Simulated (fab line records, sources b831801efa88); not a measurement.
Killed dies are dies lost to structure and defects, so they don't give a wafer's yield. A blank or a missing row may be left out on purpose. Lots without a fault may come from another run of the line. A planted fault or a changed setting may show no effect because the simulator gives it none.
A struck lot beside a sound one | flow sky130 | 43 steps out of a route of 708
Sound: wafers L541.2, L541.4, L541.5. Struck: wafers L549.1, L549.5, L549.6. The cause comes at the end.
At each step with rows: each side's tool, then ch and its chambers, then its first start. Under that, the readings that differ: sound wafers | struck wafers | difference of the means | sigmas: that difference in standard deviations of wafers without a fault.
alike: readings whose means differ by less than 2 such deviations, and words and numbers that are the same on both sides. not compared: withheld readings, readings that some wafer has no value for, bounds like >300 that may hide the same value, and numbers for which the record gives no deviation and whose values overlap.
The two part at a step that has a row with sigmas, a row that says differs or no value, or rows on one side only. Numbers that don't overlap but have no deviation are shown without sigmas and don't part them. A reading that every wafer of one side lacks parts them only if that side has two wafers or more.

first, 6 steps without rows for these wafers: SKY_SONOS_ONO_HMDS_07 (prime time 60 s); SKY_SONOS_ONO_COAT_08 (resist thk 1140 nm); SKY_SONOS_ONO_SOFTBAKE_09 (time 60 s); SKY_SONOS_ONO_EXPOSE_10 (exposes mask ONOM, target cd 410 nm); SKY_SONOS_ONO_PEB_11; SKY_SONOS_ONO_DEVELOP_12 (develop time 60 s).
SKY_SONOS_ONO_CD_MEAS_13: target cd 410 nm.
  sound on cd_sem-01, day 13 03:52; struck on cd_sem-02, day 15 22:25
  reading    | sound             | struck            | difference | sigmas
  cd_nm (nm) | 408.3 407.4 406.7 | 413.4 413.9 412.8 | +5.9       | +2
SKY_SONOS_ONO_OVL_MEAS_14:
  sound on overlay-02, day 13 03:58; struck on overlay-01, day 15 22:32
  alike: SONOS_ONO_OVL
SKY_SONOS_ONO_ETCH_15: etches the open film in CHF3/O2, target depth 19.52 nm, time 7.8 s.
  sound on rie_diel-03 ch 2,3, day 13 03:59; struck on rie_diel-04 ch 0,1,2, day 15 22:34
  alike: drypump_motor_current_A, oes_product_au, rf_fwd_power_W, throttle_valve_pct
  not compared: rf_hours_counter_h
then, 1 step without rows for these wafers: SKY_SONOS_ONO_WET_ETCH_16 (etches SiO2 in dHF, target depth 14 nm, time 280 s).
SKY_SONOS_ONO_STRIP_17: strips in O2/N2.
  sound on plasma_asher-03 ch 0, day 13 04:06; struck on plasma_asher-03 ch 0,1, day 15 22:40
  alike: drypump_motor_current_A, oes_product_au, strip_time_to_endpoint_s
  not compared: rf_hours_counter_h
then, 1 step without rows for these wafers: SKY_SONOS_ONO_WET_ETCH_18 (etches Si3N4 in H3PO4, target depth 15 nm, time 175.4 s).
SKY_GATE_OXIDE_CLEAN_00: cleans in SC1/SC2, time 150 s.
  sound on wet_bench-04 ch 1, day 13 04:16; struck on wet_bench-01 ch 0, day 15 22:50
  alike: bath_guard_temp_C
then, 1 step without rows for these wafers: SKY_GATE_OXIDE_OXIDATION_01 (stabilise 600 s, purge 300 s, target thk 10.268 nm).
SKY_GATE_OXIDE_THK_MEAS_02:
  sound on film_metro-02, day 13 06:24; struck on film_metro-02, day 16 01:06
  alike: GATE_OXIDE_OXIDATION_00_THK
then, 7 steps without rows for these wafers: SKY_GATE_OXIDE_DEHYDRATE_03 (time 60 s); SKY_GATE_OXIDE_HMDS_04 (prime time 60 s); SKY_GATE_OXIDE_COAT_05 (resist thk 1140 nm); SKY_GATE_OXIDE_SOFTBAKE_06 (time 60 s); SKY_GATE_OXIDE_EXPOSE_07 (exposes mask LVOM, target cd 600 nm); SKY_GATE_OXIDE_PEB_08; SKY_GATE_OXIDE_DEVELOP_09 (develop time 60 s).
SKY_GATE_OXIDE_OVL_MEAS_10:
  sound on overlay-01, day 14 07:23; struck on overlay-02, day 17 04:22
  reading             | sound          | struck      | difference | sigmas
  GATE_OXIDE_OVL (nm) | -0.5 -1.0 -0.2 | 0.6 2.8 3.0 | +2.7       | +2
then, 2 steps without rows for these wafers: SKY_GATE_OXIDE_IMPLANT_11; SKY_GATE_OXIDE_WET_ETCH_12 (etches SiO2 in dHF, target depth 16.8 nm, time 336 s).
SKY_GATE_OXIDE_STRIP_13: strips in O2/N2.
  sound on plasma_asher-01 ch 0, day 14 07:42; struck on plasma_asher-04 ch 0,1, day 17 04:39
  alike: drypump_motor_current_A, oes_product_au, strip_time_to_endpoint_s
  not compared: rf_hours_counter_h
SKY_GATE_OXIDE_TW_MEAS_14:
  sound on film_metro-02, day 14 07:49; struck on film_metro-03, day 17 04:45
  alike: GATE_OXIDE_TW
then, 3 steps without rows for these wafers: SKY_GATE_OXIDE_CLEAN_15 (cleans in SC1/SC2, time 150 s); SKY_GATE_OXIDE_OXIDATION_16 (stabilise 600 s, purge 300 s, target thk 3.57 nm); SKY_POLY_GATE_CVD_00 (deposits poly-Si, target thk 180 nm, time 720 s).
SKY_POLY_GATE_THK_MEAS_01:
  sound on film_metro-03, day 14 11:45; struck on film_metro-03, day 17 08:49
  alike: POLY_GATE_CVD_00_THK
then, 8 steps without rows for these wafers: SKY_RES_PROTECT_DEHYDRATE_00 (time 60 s); SKY_RES_PROTECT_HMDS_01 (prime time 60 s); SKY_RES_PROTECT_COAT_02 (resist thk 1140 nm); SKY_RES_PROTECT_SOFTBAKE_03 (time 60 s); SKY_RES_PROTECT_EXPOSE_04 (exposes mask RPM, target cd 1270 nm); SKY_RES_PROTECT_PEB_05; SKY_RES_PROTECT_DEVELOP_06 (develop time 60 s); SKY_POLY_GATE_IMPLANT_02.
SKY_RES_PROTECT_STRIP_07: strips in O2/N2.
  sound on plasma_asher-04 ch 1, day 15 14:25; struck on plasma_asher-03 ch 0,1, day 18 13:34
  alike: drypump_motor_current_A, oes_product_au, strip_time_to_endpoint_s
  not compared: rf_hours_counter_h
SKY_RES_PROTECT_TW_MEAS_08:
  sound on film_metro-04, day 15 14:32; struck on film_metro-01, day 18 13:40
  reading      | sound          | struck         | difference | sigmas
  POLY_GATE_TW | 4097 4096 4081 | 4039 4037 4049 | -50        | -2
then, 1 step without rows for these wafers: SKY_RES_PROTECT_CLEAN_09 (cleans in SC1/SC2, time 150 s).
-- the record jumps here: 30 days lie between the struck wafers' starts before and after (it left off in module RES_PROTECT and takes up again in module PAD_OPEN, whose first step shown is number 708 of the route) --
SKY_PAD_OPEN_PROBE_99:
  sound on prober-02, day 45 20:58; struck on prober-02, day 48 04:49
  reading             | sound    | struck   | difference | sigmas
  killed_at_front_end | 17 15 11 | 35 36 31 | +20        | +5
  alike: killed_at_M0_to_M3, killed_at_M4_up, killed_at_contacts, killed_at_other, killed_dies, killed_open, killed_short

WHERE THEY PART
First at SKY_SONOS_ONO_CD_MEAS_13; last, within this record, at SKY_PAD_OPEN_PROBE_99.

WHY: what the simulator had put in
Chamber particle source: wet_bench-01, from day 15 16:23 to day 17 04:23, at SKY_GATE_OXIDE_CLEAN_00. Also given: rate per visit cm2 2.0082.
